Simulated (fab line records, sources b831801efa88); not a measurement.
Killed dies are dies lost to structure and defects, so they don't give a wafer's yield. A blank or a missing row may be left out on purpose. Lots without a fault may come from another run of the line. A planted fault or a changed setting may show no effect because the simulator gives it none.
Which tool did it? | flow sky130 | 6 lots, 18 wafers sampled, at 1 step of a route of 708

WHAT THE GAUGES READ, wafer by wafer
SKY_FIELD_ISO_THK_MEAS_25.
lot  | measured    | on            | FIELD_ISO_CVD_24_THK (nm)
L214 | day 2 23:00 | film_metro-04 | 584 594 583
L216 | day 3 10:32 | film_metro-02 | 585 592 591
L219 | day 4 00:25 | film_metro-01 | 599 600 609
L222 | day 4 16:23 | film_metro-02 | 587 603 595
L229 | day 6 05:34 | film_metro-04 | 606 593 603
L232 | day 6 22:16 | film_metro-01 | 581 591 586

WHICH TOOL RAN EACH LOT (tool, then ch and the chambers of the sampled wafers, then the start)
The record holds no process step before these readings.

THE ANSWER, worked out from the rows above alone
Rule: what is usual is taken from the lots themselves. Put in order of their means at a reading, lots are off if they are a third of the lots or fewer, leave a main group of 4 or more, and stand apart from it by a gap of 3 or more times the standard deviation of the main group's means; of several such gaps the widest counts. A main group whose means are all the same, to the digits that the tables above print for the reading, isn't used. A lot without any number at a reading at which 4 lots or more have one is off too. The other lots that the step has rows for count as sound.
No lot is off at any reading shown: from this, nothing can be told.

WHAT THE SIMULATOR HAD PUT IN
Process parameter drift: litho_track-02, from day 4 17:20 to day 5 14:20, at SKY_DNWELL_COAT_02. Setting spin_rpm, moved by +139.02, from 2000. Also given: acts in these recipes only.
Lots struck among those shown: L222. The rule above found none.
